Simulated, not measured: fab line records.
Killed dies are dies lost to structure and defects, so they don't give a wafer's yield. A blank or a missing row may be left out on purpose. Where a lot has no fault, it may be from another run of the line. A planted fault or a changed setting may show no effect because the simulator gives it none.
Struck lot and sound lot, side by side / flow sfq-line / 13 steps out of a route of 325
Sound: the wafers L353.1, L353.2, L353.3. Wafers struck: L363.2, L363.4. The cause is given at the end.
Per side, at each step with rows, come the tool, then ch with its chambers, and then its first start. Under that, the readings that differ: sound wafers / struck wafers / difference of the means / sigmas: that difference in standard deviations of wafers without a fault.
alike: words and numbers the same on both sides, and readings whose means are apart by under 2 such deviations; not compared: readings that were withheld, readings missing a value for some wafer, numbers with overlapping values and no deviation given by the record, and bounds like >300 which may hide the same value.
Wherever a step has rows on one side only, a row that says differs or no value, or a row with sigmas, the two part there. Numbers that don't overlap but have no deviation are shown without sigmas and don't part them. Lack of a reading on every wafer of one side parts them only where that side has two or more wafers.

SFQ_INCOMING_BOW_MEAS_900:
  struck on film-metro-01, day 4 08:01; sound on film-metro-01, day 2 06:00
  alike: INCOMING_BOW
then, 1 step without rows for these wafers: SFQ_TRILAYER_INCOMING_OXIDATION_002 (target thk 500 nm, ox time 4939 s).
SFQ_TRILAYER_L0_DEP_SPUTTER_003: material MoNx KI, target thk 40 nm, time 100 s.
  struck on pvd-sputter-06, day 4 10:29; sound on pvd-sputter-06, day 2 08:29
reading=model.MoNx_KI_of_TRILAYER_L0_DEP_SPUTTER_003.thk-nm (nm); sound=39.9 40.07 39.91; struck=25.9 25.93; difference=-14.0; sigmas=
  alike: throttle-valve-pct
SFQ_L0_RS_MEAS_901: measurement is done with a four-point probe.
  struck on film-metro-02, day 4 10:52; sound on film-metro-04, day 2 08:34
reading=L0_MONX_KI_RS (ohm/sq); sound=43.5 43.4 43.6; struck=67.1 67.0; difference=+23.5; sigmas=+59
  not compared: hold
SFQ_L0_THK_MEAS_902: measures by xrf.
  struck on film-metro-02, day 4 13:13; sound on film-metro-04, day 2 08:41
reading=L0_MONX_KI_THK (nm); sound=39.7 39.8 39.7; struck=25.8 26.0; difference=-13.8; sigmas=-34
  not compared: hold
then, 5 steps without rows for these wafers: SFQ_TRILAYER_L0_LITHO_COAT_005 (resist thk 600 nm); SFQ_TRILAYER_L0_LITHO_SOFTBAKE_009; SFQ_TRILAYER_L0_LITHO_EXPOSE_006 (exposes mask L0, target cd 2000 nm); SFQ_TRILAYER_L0_LITHO_PEB_008 (peb time 60 s); SFQ_TRILAYER_L0_LITHO_DEVELOP_007 (time 60 s).
SFQ_TRILAYER_L0_BARC_OPEN_METAL_ETCH_010: etches BARC in O2, target depth 125 nm, time 41.7 s.
  sound on rie-metal-01 ch 0,1, day 3 23:23; struck on rie-metal-02 ch 0,1, day 5 22:07
  alike: drypump-motor-current-A, oes-product-au
  not compared: rf-hours-counter-h
SFQ_TRILAYER_L0_ETCH_METAL_ETCH_008: etches MoNx KI in SF6/O2, stops on SiO2, target depth 50 nm, time 25 s.
  sound on rie-metal-01 ch 0,1, day 3 23:26; struck on rie-metal-02 ch 0,1, day 5 22:10
reading=oes-product-au (a.u.); sound=0.870 0.875 0.865; struck=0.707 0.695; difference=-0.169; sigmas=-28
  alike: drypump-motor-current-A
  not compared: rf-hours-counter-h
SFQ_TRILAYER_L0_STRIP_STRIP_009: strips in O2.
  sound on rie-metal-01 ch 0,1, day 3 23:29; struck on rie-metal-02 ch 0,1, day 5 22:13
  alike: drypump-motor-current-A, oes-product-au
  not compared: rf-hours-counter-h

## WHERE THEY PART
At SFQ_L0_RS_MEAS_901 first; at SFQ_TRILAYER_L0_ETCH_METAL_ETCH_008 last (within this record only). Later steps at which nothing parts them and some readings are alike: SFQ_TRILAYER_L0_STRIP_STRIP_009.

WHY: what the simulator had put in
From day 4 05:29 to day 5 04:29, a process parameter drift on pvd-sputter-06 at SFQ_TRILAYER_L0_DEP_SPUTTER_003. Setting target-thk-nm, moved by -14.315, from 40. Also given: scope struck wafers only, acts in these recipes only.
